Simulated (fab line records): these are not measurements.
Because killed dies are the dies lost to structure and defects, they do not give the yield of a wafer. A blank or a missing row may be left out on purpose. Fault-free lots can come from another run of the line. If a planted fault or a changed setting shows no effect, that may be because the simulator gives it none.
Which of the tools did it? | flow gf180mcu | 12 lots, 36 wafers sampled, at 5 steps of a route of 602

== WHAT EACH GAUGE READ, for each wafer ==
GF_VT_IMPLANT_TW_MEAS_43.
lot  | measured     | on           | VT_IMPLANT_4_TW
L194 | day 7 18:23  | filmMetro-02 | 691 694 689
L198 | day 8 16:41  | filmMetro-02 | 691 690 689
L204 | day 10 07:15 | filmMetro-01 | 687 687 690
L205 | day 10 16:37 | filmMetro-03 | 683 687 687
L208 | day 11 11:45 | filmMetro-02 | 695 693 694
L209 | day 11 18:03 | filmMetro-02 | 693 694 692
L210 | day 11 23:48 | filmMetro-02 | 695 696 691
L212 | day 12 12:00 | filmMetro-01 | 682 682 678
L213 | day 12 19:50 | filmMetro-01 | 680 685 679
L214 | day 13 05:11 | filmMetro-03 | 689 690 685
L215 | day 13 11:23 | filmMetro-02 | 692 695 691
L216 | day 13 15:36 | filmMetro-01 | 686 684 684

GF_HV_LDD_CD_MEAS_46: target cd 400 nm.
lot  | measured     | on       | cdNm (nm)
L194 | day 12 12:40 | cdSem-02 | 402.9 402.0 399.5
L198 | day 13 16:01 | cdSem-02 | 404.6 404.2 401.8
L204 | day 15 17:44 | cdSem-02 | - - -
L205 | day 16 07:07 | cdSem-01 | 400.0 400.3 400.5
L208 | day 16 23:46 | cdSem-02 | 402.7 400.0 401.7
L209 | day 17 15:14 | cdSem-01 | 400.1 397.4 401.2
L210 | day 17 15:29 | cdSem-01 | 397.6 398.7 401.3
L212 | day 18 10:44 | cdSem-01 | 402.3 402.3 402.2
L213 | day 18 20:52 | cdSem-01 | 401.2 401.5 402.4
L214 | day 19 05:30 | cdSem-01 | 397.3 397.8 398.2
L215 | day 19 11:30 | cdSem-02 | 404.4 403.2 404.7
L216 | day 19 17:17 | cdSem-01 | 401.5 401.7 400.9

GF_HV_LDD_TW_MEAS_50.
lot  | measured     | on           | HV_LDD_4_TW
L194 | day 12 13:04 | filmMetro-04 | 574 573 576
L198 | day 13 16:25 | filmMetro-04 | 569 571 570
L204 | day 15 18:08 | filmMetro-04 | 30 30 30 30 30 30
L205 | day 16 07:31 | filmMetro-02 | 572 571 575
L208 | day 17 00:10 | filmMetro-02 | 567 571 569
L209 | day 17 15:38 | filmMetro-02 | 568 565 567
L210 | day 17 15:53 | filmMetro-02 | 568 568 567
L212 | day 18 11:08 | filmMetro-03 | 564 565 565
L213 | day 18 21:16 | filmMetro-03 | 567 566 566
L214 | day 19 05:54 | filmMetro-03 | 566 566 566
L215 | day 19 11:54 | filmMetro-03 | 566 563 562
L216 | day 19 17:41 | filmMetro-02 | 571 574 571

== WHICH TOOL RAN EACH LOT (tool, then ch and the chambers of the sampled wafers, then the start) ==
lot  | GF_POLY_GATE_ETCH_12              | GF_HV_LDD_EXPOSE_43
L194 | rieDiel-01 ch 1,2, day 9 09:28    | ilineStepper-01 ch 0, day 12 02:35
L198 | rieDiel-02 ch 0,1,3, day 10 10:04 | ilineStepper-01 ch 0, day 13 06:23
L204 | rieDiel-04 ch 0,2,3, day 12 04:58 | ilineStepper-01 ch 0, day 15 07:59
L205 | rieDiel-01 ch 2,3, day 12 13:19   | ilineStepper-02 ch 0, day 15 19:55
L208 | rieDiel-01 ch 0,3, day 13 07:58   | ilineStepper-02 ch 0, day 16 13:23
L209 | rieDiel-01 ch 0,2,3, day 13 20:25 | ilineStepper-01 ch 0, day 17 03:35
L210 | rieDiel-02 ch 2,3, day 13 20:46   | ilineStepper-02 ch 0, day 17 04:02
L212 | rieDiel-01 ch 0,1, day 14 13:07   | ilineStepper-02 ch 0, day 17 23:02
L213 | rieDiel-02 ch 0,1, day 14 20:46   | ilineStepper-02 ch 0, day 18 08:34
L214 | rieDiel-01 ch 0,2, day 15 06:31   | ilineStepper-01 ch 0, day 18 16:56
L215 | rieDiel-04 ch 1,2, day 15 10:13   | ilineStepper-01 ch 0, day 18 23:36
L216 | rieDiel-02 ch 1,3, day 15 16:58   | ilineStepper-01 ch 0, day 19 05:20
- GF_POLY_GATE_ETCH_12: etches BARC in N2/H2.
- GF_HV_LDD_EXPOSE_43: exposes mask Pplus HV AREA, target cd 400 nm.

== AS READ BY THE TOOLS THEMSELVES (means over the sampled wafers that have a number; for cases with no such wafer, the mark the record gives instead) ==
GF_POLY_GATE_ETCH_12.
lot  | tool       | chamberPressureMTorr (mTorr) | drypumpMotorCurrentA (A) | oesProductAu (a.u.) | throttleValvePct (%)
L194 | rieDiel-01 | 29.998                       | 5.6                      | 0.736               | 13.209
L198 | rieDiel-02 | 30.007                       | 5.7                      | 0.739               | 13.216
L204 | rieDiel-04 | 30.023                       | 5.4                      | 0.733               | 13.213
L205 | rieDiel-01 | 29.993                       | 5.8                      | 0.732               | 13.219
L208 | rieDiel-01 | 30.041                       | 5.7                      | 0.733               | 13.205
L209 | rieDiel-01 | 29.970                       | 5.7                      | 0.738               | 13.219
L210 | rieDiel-02 | 29.993                       | 5.2                      | 0.739               | 13.220
L212 | rieDiel-01 | 30.011                       | 5.6                      | 0.735               | 13.213
L213 | rieDiel-02 | 30.010                       | 6.0                      | 0.734               | 13.210
L214 | rieDiel-01 | 29.990                       | 5.5                      | 0.734               | 13.215
L215 | rieDiel-04 | 29.984                       | 5.7                      | 0.731               | 13.210
L216 | rieDiel-02 | 29.975                       | 5.7                      | 0.733               | 13.221

== THE ANSWER, worked out from the rows above alone ==
Rule: the lots themselves supply what counts as usual. Put in order of their means at a reading, lots are off if they are a third of the lots or fewer, leave a main group of 4 or more, and stand apart from it by a gap of 3 or more times the standard deviation of the main group's means; of several such gaps the widest counts. A main group is skipped when, at the precision printed for the reading in the tables above, its means are all equal. Also off: a lot with no number at a reading for which 4 or more lots have one. All remaining lots with rows at the step are treated as sound. After the gauges, taken in route order, come the tools' own readings; for these a lot's mean is taken, as printed above. At the first step where some lot is off, the reading lying furthest off is the one used; lots without a number count as furthest.
Off, at GF_HV_LDD_CD_MEAS_46 on cdNm: L204. Without a number there: L204. The main group has a mean of 401.2 nm with a standard deviation of 1.8.
If a tool, at a process step before that reading, ran all the lots that are off and no sound lot after the first of them, it fits. Not tried: the gauges at GF_HV_LDD_CD_MEAS_46; whatever is off there is also off at GF_HV_LDD_TW_MEAS_50, on other tools, and gauge error can't account for it. Not one of the candidates tried fits.

== WHAT THE SIMULATOR PUT IN ==
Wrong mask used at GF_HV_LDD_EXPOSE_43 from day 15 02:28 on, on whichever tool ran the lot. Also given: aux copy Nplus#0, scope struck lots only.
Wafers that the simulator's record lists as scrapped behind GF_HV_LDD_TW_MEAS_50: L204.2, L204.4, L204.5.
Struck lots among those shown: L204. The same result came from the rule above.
